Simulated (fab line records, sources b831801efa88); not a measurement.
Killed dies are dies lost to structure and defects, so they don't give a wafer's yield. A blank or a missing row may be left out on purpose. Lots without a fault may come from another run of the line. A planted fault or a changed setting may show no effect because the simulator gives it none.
fab line records | flow sky130
record lots=5 wafers=15 last_day=48
route steps=708 shown CAPM@554 METAL3@555 VIA3@573
lots that met no fault: from a run of the same line without faults
start_h: hours from the record's first day to the start of the lot's first wafer shown | wait_h: hours since the lot's step before | " the same as in the row above | L1.1+2: a row that stands for several wafers | - no value, or no start given | * or withheld: withheld | < > ~ a bound
route shown NAME@n: a module of which the file shows steps, and the number in the route of the first | usual: mean/standard deviation of fault-free wafers | same: alike in all rows | chamber/n: place in a boat | sites: the reading at each site | _std_site: their standard deviation | _edge_site: outer sites' mean less inner sites' | radius_mm: how far each site lies from the wafer's centre | mask NAME#n: copy n | behind: the tool/chamber that last shaped the wafer | hold: why the lot was held/for how many hours/how that ended | device: the transistor (n, p or np) that didn't switch | end of line: the same wafers' tests at the end of the route | a step without rows: its recipe alone | killed: dies lost to structure and defects at the first sort, not the wafer's yield | map: a wafer's dies, x killed, . not, _ none there
set.NAME: the setting as run; set.NAME@STEP: as run at that earlier step | model.NAME: the simulator's own value behind a step, which no gauge read
lots at some steps of the route; a table a step, a row a wafer
services: from which hour (start_h, from the record's first day; less than 0 if before it) a tool's chamber was out of use, for how many hours, and why
## steps
# step SKY_CAPM_CLEAN_17
# recipe chemistry=O3/DIW dry=n2_spin
# columns lot.wafer tool chamber start_h wait_h
L075.2+3+4 wet_bench-01 1 882.55 0.0
L082.2+4+5 wet_bench-03 2 939.94 0.0
L084.1+2+3 wet_bench-03 1 952.39 0.0
L087.1+2+4 wet_bench-02 3 970.69 0.0
L089.2+3+4 wet_bench-03 1 981.05 0.0
# step SKY_METAL3_DEHYDRATE_05
# recipe temp_c=200 time_s=60
# usual plate_temp_C=199.97/0.16
# columns lot.wafer tool chamber start_h wait_h plate_temp_C
L075.2 litho_track-02 0 894.52 11.9 199.99
L075.3 " 0 " " 200.22
L075.4 " 0 " " 199.97
L082.2 litho_track-04 0 950.97 10.9 199.73
L082.4 " 0 " " 200.02
L082.5 " 0 " " 199.88
L084.1 litho_track-02 0 964.35 11.9 200.04
L084.2 " 0 " " 199.81
L084.3 " 0 " " 200.17
L087.1 litho_track-03 0 982.28 11.5 200.14
L087.2 " 0 " " 200.00
L087.4 " 0 " " 200.18
L089.2 litho_track-02 0 992.12 11.0 200.13
L089.3 " 0 " " 199.96
L089.4 " 0 " " 199.90
# step SKY_METAL3_HMDS_06
# recipe prime_time_s=60 prime_temp_c=120
# same prime_time_s=60
# columns lot.wafer tool chamber start_h wait_h
L075.2+3+4 litho_track-02 0 894.67 0.1
L082.2+4+5 litho_track-04 0 951.12 0.1
L084.1+2+3 litho_track-02 0 964.50 0.1
L087.1+2+4 litho_track-03 0 982.43 0.1
L089.2+3+4 litho_track-02 0 992.27 0.1
# step SKY_METAL3_COAT_07
# recipe resist=BARC temp_c=withheld time_s=withheld spin_rpm=3000 resist_thk_nm=60
# usual dispense_pressure_kPa=50/4
# columns lot.wafer tool chamber start_h wait_h dispense_pressure_kPa
L075.2 litho_track-02 0 894.82 0.1 52
L075.3 " 0 " " 52
L075.4 " 0 " " 52
L082.2 litho_track-04 0 951.27 0.1 53
L082.4 " 0 " " 53
L082.5 " 0 " " 53
L084.1 litho_track-02 0 964.65 0.1 52
L084.2 " 0 " " 52
L084.3 " 0 " " 52
L087.1 litho_track-03 0 982.58 0.1 43
L087.2 " 0 " " 43
L087.4 " 0 " " 43
L089.2 litho_track-02 0 992.42 0.1 52
L089.3 " 0 " " 52
L089.4 " 0 " " 52
# step SKY_METAL3_COAT_08
# recipe resist=KrF-thick spin_rpm=3000 resist_thk_nm=1140
# usual dispense_pressure_kPa=50/4
# columns lot.wafer tool chamber start_h wait_h dispense_pressure_kPa
L075.2 litho_track-02 0 - - 52
L075.3 " 0 " " 52
L075.4 " 0 " " 52
L082.2 litho_track-04 0 - - 53
L082.4 " 0 " " 53
L082.5 " 0 " " 53
L084.1 litho_track-02 0 - - 52
L084.2 " 0 " " 52
L084.3 " 0 " " 52
L087.1 litho_track-03 0 - - 43
L087.2 " 0 " " 43
L087.4 " 0 " " 43
L089.2 litho_track-02 0 - - 52
L089.3 " 0 " " 52
L089.4 " 0 " " 52
# step SKY_METAL3_SOFTBAKE_09
# recipe temp_c=100 time_s=90 resist=KrF-thick
# usual plate_temp_C=99.99/0.13
# columns lot.wafer tool chamber start_h wait_h plate_temp_C
L075.2 litho_track-02 0 - - 100.15
L075.3 " 0 " " 100.18
L075.4 " 0 " " 100.15
L082.2 litho_track-04 0 - - 100.06
L082.4 " 0 " " 99.85
L082.5 " 0 " " 99.89
L084.1 litho_track-02 0 - - 99.95
L084.2 " 0 " " 99.89
L084.3 " 0 " " 99.96
L087.1 litho_track-03 0 - - 99.94
L087.2 " 0 " " 100.15
L087.4 " 0 " " 99.90
L089.2 litho_track-02 0 - - 99.91
L089.3 " 0 " " 100.06
L089.4 " 0 " " 100.07
# step SKY_METAL3_EXPOSE_10
# recipe mask_id=MM3 na=0.68 source_shape=annular sigma_inner=0.4 sigma_outer=0.8 target_cd_nm=300 dose_mj=28
# columns lot.wafer tool chamber start_h wait_h mask
L075.2+3+4 krf_scanner-01 0 - - MM3#0
L082.2+4+5 krf_scanner-02 0 - - MM3#0
L084.1+2+3 krf_scanner-01 0 - - MM3#0
L087.1+2+4 krf_scanner-02 0 - - MM3#0
L089.2+3+4 krf_scanner-01 0 - - MM3#0
# step SKY_METAL3_PEB_11
# recipe peb_temp_c=withheld peb_time_s=withheld resist=KrF-thick
# columns lot.wafer tool chamber start_h wait_h
L075.2+3+4 litho_track-02 0 - -
L082.2+4+5 litho_track-03 0 - -
L084.1+2+3 litho_track-04 0 - -
L087.1+2+4 litho_track-02 0 - -
L089.2+3+4 litho_track-03 0 - -
# step SKY_METAL3_DEVELOP_12
# recipe develop_time_s=60 resist=KrF-thick dev_temp_c=20.23
# usual developer_temp_C=20.23/0.1
# columns lot.wafer tool chamber start_h wait_h developer_temp_C
L075.2 litho_track-02 0 - - 20.11
L075.3 " 0 " " 20.08
L075.4 " 0 " " 20.11
L082.2 litho_track-03 0 - - 20.33
L082.4 " 0 " " 20.23
L082.5 " 0 " " 20.30
L084.1 litho_track-04 0 - - 20.33
L084.2 " 0 " " 20.35
L084.3 " 0 " " 20.17
L087.1 litho_track-02 0 - - 20.32
L087.2 " 0 " " 20.19
L087.4 " 0 " " 20.25
L089.2 litho_track-03 0 - - 20.22
L089.3 " 0 " " 20.30
L089.4 " 0 " " 20.22
# step SKY_METAL3_CD_MEAS_13
# recipe target_cd_nm=300
# usual cd_nm=299.8/1.3
# columns lot.wafer tool chamber start_h wait_h cd_nm
L075.2 cd_sem-02 - 908.22 - 299.3
L075.3 " - " " 299.6
L075.4 " - " " 299.0
L082.2 cd_sem-02 - 964.25 - 300.4
L082.4 " - " " 300.0
L082.5 " - " " 298.9
L084.1 cd_sem-02 - 976.39 - 298.8
L084.2 " - " " 299.6
L084.3 " - " " 299.1
L087.1 cd_sem-01 - 994.60 - 301.9
L087.2 " - " " 300.4
L087.4 " - " " 301.0
L089.2 cd_sem-01 - 1004.30 - 300.4
L089.3 " - " " 299.6
L089.4 " - " " 301.0
# step SKY_METAL3_OVL_MEAS_14
# usual METAL3_OVL=4/5.7
# columns lot.wafer tool chamber start_h wait_h METAL3_OVL[nm]
L075.2 overlay-02 - 908.32 0.1 8
L075.3 " - " " 3
L075.4 " - " " 2
L082.2 overlay-01 - 964.36 0.1 4
L082.4 " - " " 7
L082.5 " - " " 5
L084.1 overlay-01 - 976.51 0.1 12
L084.2 " - " " -1
L084.3 " - " " 10
L087.1 overlay-01 - 994.72 0.1 5
L087.2 " - " " 9
L087.4 " - " " 13
L089.2 overlay-02 - 1004.41 0.1 1
L089.3 " - " " 2
L089.4 " - " " 5
# step SKY_METAL3_DESCUM_15
# recipe chemistry=O2 source_power_w=150 bias_power_w=0 pressure_mtorr=10 temp_c=40 time_s=8
# usual drypump_motor_current_A=5.6/0.49 he_backside_leak_sccm=3.26/0.19 oes_product_au=1.002/0.0064
# columns lot.wafer tool chamber start_h wait_h drypump_motor_current_A he_backside_leak_sccm oes_product_au rf_hours_counter_h
L075.2 rie_metal-04 1 908.35 0.0 5.8 2.88 0.997 13
L075.3 " 1 " " 5.8 3.42 0.998 -
L075.4 " 0 " " 5.4 3.29 1.008 -
L082.2 rie_metal-02 1 964.39 0.0 6.4 3.24 1.009 15
L082.4 " 0 " " 6.3 3.27 0.998 -
L082.5 " 1 " " 6.4 3.21 1.002 -
L084.1 rie_metal-01 1 976.55 0.0 5.7 3.21 1.003 3
L084.2 " 0 " " 4.9 3.45 1.013 3
L084.3 " 1 " " 5.7 3.15 1.003 -
L087.1 rie_metal-02 1 994.75 0.0 6.5 3.21 1.005 17
L087.2 " 0 " " 6.2 3.04 1.008 11
L087.4 " 0 " " 6.3 3.29 1.013 -
L089.2 rie_metal-04 0 1004.44 0.0 5.3 3.33 1.004 12
L089.3 " 0 " " 5.3 3.24 0.999 -
L089.4 " 1 " " 5.8 3.38 0.988 -
# step SKY_METAL3_ETCH_16
# recipe chemistry=N2/H2 target=BARC ion_energy_ev=200 bias_w=100 pressure_mtorr=30 n2_flow_sccm=100 h2_flow_sccm=200 icp_w=500 stop_on=SiO2 time_s=88.2 target_depth_a=600
# usual bias_w=100.04/0.27 drypump_motor_current_A=5.6/0.5 h2_flow_sccm=200.1/0.65 he_backside_leak_sccm=3.21/0.19 oes_product_au=0.625/0.0044 throttle_valve_pct=13.204/0.0092
# columns lot.wafer tool chamber start_h wait_h bias_w drypump_motor_current_A h2_flow_sccm he_backside_leak_sccm oes_product_au rf_hours_counter_h throttle_valve_pct
L075.2 rie_metal-04 1 908.38 0.0 100.48 5.8 199.9 3.22 0.626 13 13.215
L075.3 " 1 " " 100.11 5.8 200.4 3.14 0.632 - 13.212
L075.4 " 0 " " 99.46 5.3 199.5 3.12 0.623 - 13.212
L082.2 rie_metal-02 1 964.42 0.0 99.83 6.4 200.1 3.06 0.628 15 13.213
L082.4 " 0 " " 99.90 6.3 200.0 3.00 0.626 - 13.204
L082.5 " 1 " " 100.17 6.5 199.2 3.15 0.633 - 13.188
L084.1 rie_metal-01 1 976.58 0.0 100.57 5.7 199.9 2.89 0.622 3 13.209
L084.2 " 0 " " 99.76 4.9 201.3 3.38 0.626 3 13.196
L084.3 " 1 " " 100.06 5.6 199.2 2.91 0.619 - 13.207
L087.1 rie_metal-02 1 994.78 0.0 99.86 6.5 200.6 3.18 0.630 17 13.209
L087.2 " 0 " " 99.78 6.3 199.7 3.17 0.627 11 13.205
L087.4 " 0 " " 99.74 6.3 200.9 3.25 0.629 - 13.194
L089.2 rie_metal-04 0 1004.47 0.0 100.01 5.3 200.6 3.38 0.628 12 13.210
L089.3 " 0 " " 99.75 5.4 200.5 3.09 0.620 - 13.205
L089.4 " 1 " " 100.08 5.8 200.0 3.36 0.624 - 13.213
# step SKY_METAL3_ETCH_17
# recipe target=SiO2 stop_on=TiN chemistry=C4F8/O2/Ar source_w=1500 bias_w=1200 pressure_mtorr=40 c4f8_flow_sccm=withheld O2_flow_sccm=6 Ar_flow_sccm=300 time_s=3.9 target_depth_a=150
# usual bias_w=1201/3.7 oes_product_au=0.755/0.0067
# columns lot.wafer tool chamber start_h wait_h bias_w oes_product_au rf_hours_counter_h
L075.2 rie_diel-03 1 908.48 0.1 1202 0.753 15
L075.3 " 3 " " 1199 0.742 25
L075.4 " 2 " " 1199 0.744 15
L082.2 rie_diel-03 2 964.52 0.1 1202 0.753 17
L082.4 " 3 " " 1202 0.754 1
L082.5 " 1 " " 1203 0.763 -
L084.1 rie_diel-01 1 976.68 0.1 1199 0.745 9
L084.2 " 0 " " 1198 0.758 8
L084.3 " 2 " " 1199 0.747 12
L087.1 rie_diel-02 1 994.88 0.1 1200 0.758 20
L087.2 " 0 " " 1198 0.752 6
L087.4 " 2 " " 1203 0.757 24
L089.2 rie_diel-02 0 1004.57 0.1 1194 0.753 7
L089.3 " 1 " " 1198 0.756 20
L089.4 " 3 " " 1200 0.760 4
# step SKY_METAL3_METAL_ETCH_18
# recipe target_depth_a=8450 stop_on=SiO2 over_etch_frac=0.3 time_s=183.1 chemistry=Cl2/BCl3 resist_sidewall_deg=88 pressure_mtorr=10 icp_w=900 bias_w=48.5 Cl2_flow_sccm=60 bcl3_flow_sccm=30
# usual bcl3_flow_sccm=30.00/0.086 bias_w=48.50/0.14 drypump_motor_current_A=5.9/0.49 he_backside_leak_sccm=3.19/0.15 oes_product_au=0.867/0.0056 throttle_valve_pct=22.265/0.0087
# columns lot.wafer tool chamber start_h wait_h bcl3_flow_sccm bias_w drypump_motor_current_A he_backside_leak_sccm oes_product_au rf_hours_counter_h throttle_valve_pct
L075.2 rie_metal-02 0 908.50 0.0 30.02 48.42 6.2 3.21 0.868 7 22.263
L075.3 " 0 " " 29.93 48.54 6.2 3.26 0.873 - 22.253
L075.4 " 1 " " 29.99 48.49 6.5 3.07 0.868 - 22.283
L082.2 rie_metal-04 1 964.53 0.0 30.10 48.55 5.8 3.32 0.876 16 22.268
L082.4 " 0 " " 30.02 48.69 5.4 3.48 0.864 - 22.275
L082.5 " 1 " " 29.99 48.45 5.8 3.36 0.873 - 22.255
L084.1 rie_metal-02 1 976.70 0.0 30.18 48.50 6.4 3.06 0.870 15 22.275
L084.2 " 0 " " 29.94 48.56 6.2 3.02 0.877 10 22.267
L084.3 " 0 " " 30.00 48.68 6.2 3.10 0.869 - 22.271
L087.1 rie_metal-04 1 994.90 0.0 29.98 48.62 5.8 3.37 0.876 19 22.274
L087.2 " 0 " " 30.10 48.44 5.3 3.12 0.873 12 22.260
L087.4 " 1 " " 29.92 48.43 5.8 3.53 0.865 - 22.284
L089.2 rie_metal-02 1 1004.64 0.1 29.90 48.36 6.5 3.20 0.868 - 22.244
L089.3 " 1 " " 30.01 48.45 6.4 3.07 0.867 - 22.267
L089.4 " 1 " " 29.89 48.38 6.5 3.07 0.870 - 22.266
# step SKY_METAL3_STRIP_19
# recipe chemistry=O2/N2 power_w=1400 pressure_mtorr=1500 platen_temp_c=withheld o2_flow_sccm=3000 n2_flow_sccm=300 overash_fraction=0.5
# usual drypump_motor_current_A=5.8/0.4 oes_product_au=0.500/0.0051 strip_time_to_endpoint_s=6.50/0.054
# columns lot.wafer tool chamber start_h wait_h drypump_motor_current_A oes_product_au rf_hours_counter_h strip_time_to_endpoint_s
L075.2 plasma_asher-01 1 908.68 0.1 5.5 0.496 46 6.45
L075.3 " 1 " " 5.5 0.508 - 6.45
L075.4 " 0 " " 5.4 0.504 - 6.48
L082.2 plasma_asher-04 1 964.71 0.1 6.3 0.499 114 6.49
L082.4 " 1 " " 6.3 0.494 - 6.47
L082.5 " 0 " " 5.6 0.490 - 6.47
L084.1 plasma_asher-04 1 976.87 0.1 6.3 0.498 115 6.51
L084.2 " 0 " " 5.6 0.511 115 6.60
L084.3 " 0 " " 5.6 0.496 - 6.49
L087.1 plasma_asher-01 1 995.08 0.1 5.5 0.503 55 6.56
L087.2 " 0 " " 5.4 0.494 55 6.56
L087.4 " 1 " " 5.5 0.496 - 6.49
L089.2 plasma_asher-02 0 1004.94 0.2 5.2 0.505 88 6.51
L089.3 " 0 " " 5.3 0.493 - 6.55
L089.4 " 1 " " 6.2 0.499 - 6.59
# step SKY_METAL3_STRIP_20
# recipe chemistry=post_etch_residue_remover time_s=1200 temp_c=72.5
# columns lot.wafer tool chamber start_h wait_h
L075.2+3+4 wet_bench-04 0 908.78 0.1
L082.2+4+5 wet_bench-02 0 964.81 0.1
L084.1+2+3 wet_bench-01 2 976.97 0.1
L087.1+2+4 wet_bench-01 3 995.19 0.1
L089.2+3+4 wet_bench-02 2 1005.04 0.1
# step SKY_METAL3_CLEAN_21
# recipe chemistry=IPA time_s=180 temp_c=25
# columns lot.wafer tool chamber start_h wait_h
L075.2+3+4 wet_bench-02 3 909.12 0.0
L082.2+4+5 wet_bench-04 2 965.15 0.0
L084.1+2+3 wet_bench-04 0 977.32 0.0
L087.1+2+4 wet_bench-02 3 995.88 0.0
L089.2+3+4 wet_bench-04 1 1005.38 0.0
# step SKY_METAL3_CLEAN_22
# recipe chemistry=O3/DIW dry=n2_spin
# columns lot.wafer tool chamber start_h wait_h
L075.2+3+4 wet_bench-01 0 909.18 0.0
L082.2+4+5 wet_bench-02 0 965.21 0.0
L084.1+2+3 wet_bench-01 2 977.37 0.0
L087.1+2+4 wet_bench-01 1 995.93 0.0
L089.2+3+4 wet_bench-01 2 1005.44 0.0
# step SKY_VIA3_HDPCVD_00
# recipe material=SiO2 target_thk_nm=1635 sigma_open_frac=0.3 time_s=272.5 temp_c=400 sih4_flow_sccm=60 pressure_mtorr=6
# columns lot.wafer tool chamber start_h wait_h
L075.2+3+4 hdpcvd-02 1,2,2 909.28 0.0
L082.2+4+5 hdpcvd-02 0,0,2 965.30 0.0
L084.1+2+3 hdpcvd-02 0,2,1 977.47 0.0
L087.1+2+4 hdpcvd-02 2,1,2 996.12 0.0
L089.2+3+4 hdpcvd-01 0,1,2 1005.53 0.0
# step SKY_VIA3_THK_MEAS_01
# recipe reads=SiO2_of_VIA3_HDPCVD_00
# usual VIA3_HDPCVD_THK=1628/15
# columns lot.wafer tool chamber start_h wait_h VIA3_HDPCVD_THK[nm]
L075.2 film_metro-03 - 909.45 0.1 1625
L075.3 " - " " 1644
L075.4 " - " " 1625
L082.2 film_metro-02 - 965.49 0.1 1634
L082.4 " - " " 1632
L082.5 " - " " 1626
L084.1 film_metro-02 - 977.63 0.1 1634
L084.2 " - " " 1646
L084.3 " - " " 1656
L087.1 film_metro-01 - 996.28 0.1 1613
L087.2 " - " " 1627
L087.4 " - " " 1634
L089.2 film_metro-03 - 1005.71 0.1 1629
L089.3 " - " " 1660
L089.4 " - " " 1647
# step SKY_VIA3_CMP_02
# recipe material=SiO2 down_force_psi=4 platen_rpm=60 pad_velocity_m_s=0.94248
# usual motor_current_A=12.0/1.5
# columns lot.wafer tool chamber start_h wait_h motor_current_A
L075.3 cmp-02 0 909.55 0.1 11.4
L075.4 " 1 " " 10.8
L075.2 " 2 " " 10.2
L082.4 cmp-02 1 965.64 0.1 10.9
L082.2 " 2 " " 10.1
L082.5 " 3 " " 13.6
L084.1 cmp-01 0 977.69 0.1 13.0
L084.2 " 2 " " 11.7
L084.3 " 3 " " 11.5
L087.2 cmp-01 2 996.34 0.0 11.9
L087.4 " 3 " " 11.0
L087.1 " 0 " " 12.7
L089.3 cmp-02 0 1005.76 0.0 11.3
L089.4 " 1 " " 11.1
L089.2 " 3 " " 14.3
# step SKY_VIA3_BOW_MEAS_03
# recipe mode=bow
# usual VIA3_BOW=82/9.5
# columns lot.wafer tool chamber start_h wait_h VIA3_BOW[um]
L075.2 film_metro-01 - 909.82 0.1 79
L075.3 " - " " 82
L075.4 " - " " 88
L082.2 film_metro-01 - 965.86 0.1 74
L082.4 " - " " 75
L082.5 " - " " 70
L084.1 film_metro-01 - 977.99 0.2 80
L084.2 " - " " 82
L084.3 " - " " 86
L087.1 film_metro-03 - 996.64 0.1 78
L087.2 " - " " 97
L087.4 " - " " 86
L089.2 film_metro-02 - 1006.08 0.1 80
L089.3 " - " " 78
L089.4 " - " " 100
# step SKY_VIA3_DEHYDRATE_04
# recipe temp_c=200 time_s=60
# usual plate_temp_C=199.98/0.16
# columns lot.wafer tool chamber start_h wait_h plate_temp_C
L075.2 litho_track-02 0 921.17 11.3 199.80
L075.3 " 0 " " 199.70
L075.4 " 0 " " 199.82
L082.2 litho_track-04 0 977.22 11.3 200.41
L082.4 " 0 " " 200.34
L082.5 " 0 " " 200.35
L084.1 litho_track-01 0 989.51 11.5 199.53
L084.2 " 0 " " 199.86
L084.3 " 0 " " 199.94
L087.1 litho_track-01 0 1008.01 11.3 199.90
L087.2 " 0 " " 199.96
L087.4 " 0 " " 199.87
L089.2 litho_track-01 0 1016.99 10.9 199.78
L089.3 " 0 " " 199.88
L089.4 " 0 " " 199.88
# step SKY_VIA3_HMDS_05
# recipe prime_time_s=60 prime_temp_c=120
# same prime_time_s=60
# columns lot.wafer tool chamber start_h wait_h
L075.2+3+4 litho_track-02 0 921.32 0.1
L082.2+4+5 litho_track-04 0 977.37 0.1
L084.1+2+3 litho_track-01 0 989.66 0.1
L087.1+2+4 litho_track-01 0 1008.16 0.1
L089.2+3+4 litho_track-01 0 1017.14 0.1
## services
# columns tool chamber start_h hours kind
krf_scanner-01 - 861.59 4.4 pm
plasma_asher-04 - 862.17 14.6 pm
krf_scanner-02 - 865.96 1.0 pm
rie_metal-04 - 866.60 28.1 pm
krf_scanner-01 - 868.15 1.3 pm
cmp-02 - 893.60 2.6 repair
rie_diel-03 1 902.48 5.8 repair
hdpcvd-02 - 907.80 1.2 repair
krf_scanner-01 - 911.23 0.8 pm
cmp-01 - 912.00 4.0 pm
rie_diel-02 - 913.00 2.0 repair
krf_scanner-02 - 921.03 0.8 repair
rie_diel-02 3 923.13 2.5 repair
rie_metal-02 - 924.01 14.6 pm
rie_metal-01 1 924.39 3.2 repair
krf_scanner-02 - 947.55 0.8 pm
hdpcvd-02 - 950.25 15.0 pm
krf_scanner-01 - 972.91 1.8 repair
cmp-02 - 977.54 1.5 repair
cmp-02 - 983.28 0.6 repair
cmp-02 - 985.62 7.0 pm
krf_scanner-01 - 993.34 1.0 pm
rie_metal-02 0 1000.64 9.3 repair
rie_metal-04 - 1007.62 0.5 repair
## key
fault none
